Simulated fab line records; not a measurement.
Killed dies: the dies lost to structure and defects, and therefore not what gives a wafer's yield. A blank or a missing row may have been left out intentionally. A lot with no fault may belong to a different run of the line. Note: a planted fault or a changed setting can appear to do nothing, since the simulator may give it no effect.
A struck lot beside a sound one | flow sfq line | 43 steps out of a route of 325
Sound: the wafers L517.1, L517.4, L517.6. The struck wafers were L522.1, L522.4, L522.6. At the end, the cause is stated.
Order at every step that has rows: each side's tool, ch and its chambers, its first start. Under that, the readings that differ: sound wafers | struck wafers | difference of the means | sigmas: that difference in standard deviations of wafers without a fault.
alike: same words and numbers on both sides, and readings whose means sit less than 2 such deviations apart. not compared: any withheld reading, any reading some wafer has no value for, any bound like >300 that may hide the same value, and any number with overlapping values for which the record gives no deviation.
Wherever a step has rows on one side only, a row that says differs or no value, or a row with sigmas, the two part there. Numbers that have no deviation but don't overlap get no sigmas and don't part them. A reading missing from all wafers of one side parts the sides only when that side holds two or more wafers.

first, 6 steps without rows for these wafers: SFQ_TRILAYER_M5_LITHO_COAT_128 (resist thk 62 nm); SFQ_TRILAYER_M5_LITHO_COAT_123 (resist thk 600 nm); SFQ_TRILAYER_M5_LITHO_SOFTBAKE_127; SFQ_TRILAYER_M5_LITHO_EXPOSE_124 (exposes mask M5, target cd 700 nm); SFQ_TRILAYER_M5_LITHO_PEB_126 (peb time 60 s); SFQ_TRILAYER_M5_LITHO_DEVELOP_125 (time 60 s).
SFQ_M5_OVL_MEAS_932:
  struck on overlay-01, day 66 21:11; sound on overlay-02, day 61 17:49
  alike: M5_OVL
SFQ_TRILAYER_M5_BARC_OPEN_METAL_ETCH_161: etches BARC in O2, target depth 125 nm, time 41.7 s.
  sound on rie metal-04 ch 0,1, day 61 17:51; struck on rie metal-01 ch 0,1, day 66 21:14
  alike: drypump motor current A, he backside leak sccm, oes product au
  not compared: rf hours counter h
then, 1 step without rows for these wafers: SFQ_TRILAYER_M5_ETCH_METAL_ETCH_126 (etches Nb in Cl2/BCl3, stops on SiO2, time 203.2 s, target depth 265 nm).
SFQ_TRILAYER_M5_STRIP_STRIP_127: strips in O2.
  sound on rie metal-04 ch 0,1, day 61 18:06; struck on rie metal-01 ch 0,1, day 66 21:29
  alike: drypump motor current A, he backside leak sccm, oes product au
  not compared: rf hours counter h
then, 1 step without rows for these wafers: SFQ_TRILAYER_M5_STRIP_SOLV_CLEAN_128 (cleans in NMP, time 600 s).
SFQ_TRILAYER_A5B_DEP_PECVD_129: deposits SiO2 from SiH4/N2O, time 133.33 s, target thk 600 nm.
  sound on pecvd-01 ch 0,2, day 61 18:53; struck on pecvd-03 ch 0,2, day 66 22:16
  alike: heater power w, throttle valve pct
SFQ_TRILAYER_A5B_CMP_CMP_130: polishes, stops on Nb, target thk 340.7 nm.
  sound on cmp-01 ch 0,2, day 61 21:46; struck on cmp-01 ch 0,1,2, day 66 22:51
  no value came back on the struck wafers for any of 5 readings (edge zone pressure frac, head pressure psi (psi) and others); on the sound wafers edge zone pressure frac reads 0.995 0.995 0.997
  reading                                              | sound             | struck          | difference | sigmas
  model.SiO2_of_TRILAYER_A5B_DEP_PECVD_129.thk nm (nm) | 338.8 341.5 334.7 | 598 608.4 603.3 | +265       |
SFQ_TRILAYER_A5B_METRO_MEASURE_131:
  struck on film metro-02, day 67 01:21; sound on film metro-01, day 62 00:46
  reading     | sound       | struck      | difference | sigmas
  thk nm (nm) | 339 342 335 | 598 608 604 | +265       | +47
then, 2 steps without rows for these wafers: SFQ_TRILAYER_R5_DEP_SPUTTER_132 (material Ti, target thk 5 nm, time 5 s); SFQ_TRILAYER_R5_DEP_SPUTTER_133 (material MoNx, target thk 40 nm, time 66.7 s).
SFQ_TRILAYER_R5_DEP_SPUTTER_134: material Ti, target thk 5 nm, time 5 s.
  struck on pvd sputter-03, day 67 02:37; sound on pvd sputter-04, day 62 02:03
  alike: throttle valve pct
SFQ_R5_RS_MEAS_933: a four-point-probe measurement.
  struck on film metro-01, day 67 02:38; sound on film metro-03, day 62 02:04
  alike: R5_MONX_RS
SFQ_R5_THK_MEAS_934: measures by xrf.
  struck on film metro-01, day 67 02:46; sound on film metro-03, day 62 02:11
  alike: R5_MONX_THK
then, 6 steps without rows for these wafers: SFQ_TRILAYER_R5_LITHO_COAT_141 (resist thk 62 nm); SFQ_TRILAYER_R5_LITHO_COAT_136 (resist thk 600 nm); SFQ_TRILAYER_R5_LITHO_SOFTBAKE_140; SFQ_TRILAYER_R5_LITHO_EXPOSE_137 (exposes mask R5, target cd 500 nm); SFQ_TRILAYER_R5_LITHO_PEB_139 (peb time 60 s); SFQ_TRILAYER_R5_LITHO_DEVELOP_138 (time 60 s).
SFQ_R5_OVL_MEAS_935:
  struck on overlay-02, day 67 19:01; sound on overlay-02, day 66 15:11
  alike: R5_OVL
SFQ_TRILAYER_R5_BARC_OPEN_METAL_ETCH_177: etches BARC in O2, target depth 125 nm, time 41.7 s.
  sound on rie metal-02 ch 0,1, day 66 15:14; struck on rie metal-02 ch 0,1, day 67 19:02
  alike: drypump motor current A, he backside leak sccm, oes product au
  not compared: rf hours counter h
then, 10 steps without rows for these wafers: SFQ_TRILAYER_R5_ETCH_METAL_ETCH_139 (etches the open film in Cl2, stops on SiO2, target depth 60 nm, time 40 s); SFQ_TRILAYER_R5_STRIP_STRIP_140 (strips in O2); SFQ_TRILAYER_R5_STRIP_SOLV_CLEAN_141 (cleans in NMP, time 600 s); SFQ_TRILAYER_A5C_DEP_PECVD_142 (deposits SiO2 from SiH4/N2O, time 15.556 s, target thk 70 nm); SFQ_TRILAYER_I5_LITHO_COAT_149 (resist thk 62 nm); SFQ_TRILAYER_I5_LITHO_COAT_144 (resist thk 650 nm); SFQ_TRILAYER_I5_LITHO_SOFTBAKE_148; SFQ_TRILAYER_I5_LITHO_EXPOSE_145 (exposes mask I5, target cd 700 nm); SFQ_TRILAYER_I5_LITHO_PEB_147 (peb time 60 s); SFQ_TRILAYER_I5_LITHO_DEVELOP_146 (time 60 s).
-- the record jumps here: 4 days lie between the struck wafers' starts before and after --
SFQ_I5_OVL_MEAS_936:
  struck on overlay-01, day 71 22:19; sound on overlay-02, day 71 04:10
  alike: I5_OVL
then, 4 steps without rows for these wafers: SFQ_TRILAYER_I5_BARC_OPEN_VIA_ETCH_200 (etches BARC in O2, target depth 125 nm, time 41.7 s); SFQ_TRILAYER_I5_ETCH_VIA_ETCH_147 (etches the open film in CHF3, stops on Nb, target depth 360 nm); SFQ_TRILAYER_I5_STRIP_STRIP_148 (strips in O2); SFQ_TRILAYER_I5_STRIP_SOLV_CLEAN_149 (cleans in NMP, time 600 s).
-- the record jumps here: 19 days lie between the struck wafers' starts before and after --
SFQ_M8_BOW_MEAS_951:
  struck on film metro-02, day 91 05:25; sound on film metro-03, day 90 07:47
  reading                 | sound             | struck            | difference | sigmas
  M8_BOW (um)             | 21 11 21          | -3 -11 -10        | -26        | -2
  model.etest.i5.link ohm | 2.261 2.262 2.271 | 2.405 2.399 2.404 | +0.138     |

WHERE THEY PART
Earliest at SFQ_TRILAYER_A5B_CMP_CMP_130; latest, in this record, at SFQ_M8_BOW_MEAS_951.

WHY: what had been put in by the simulator
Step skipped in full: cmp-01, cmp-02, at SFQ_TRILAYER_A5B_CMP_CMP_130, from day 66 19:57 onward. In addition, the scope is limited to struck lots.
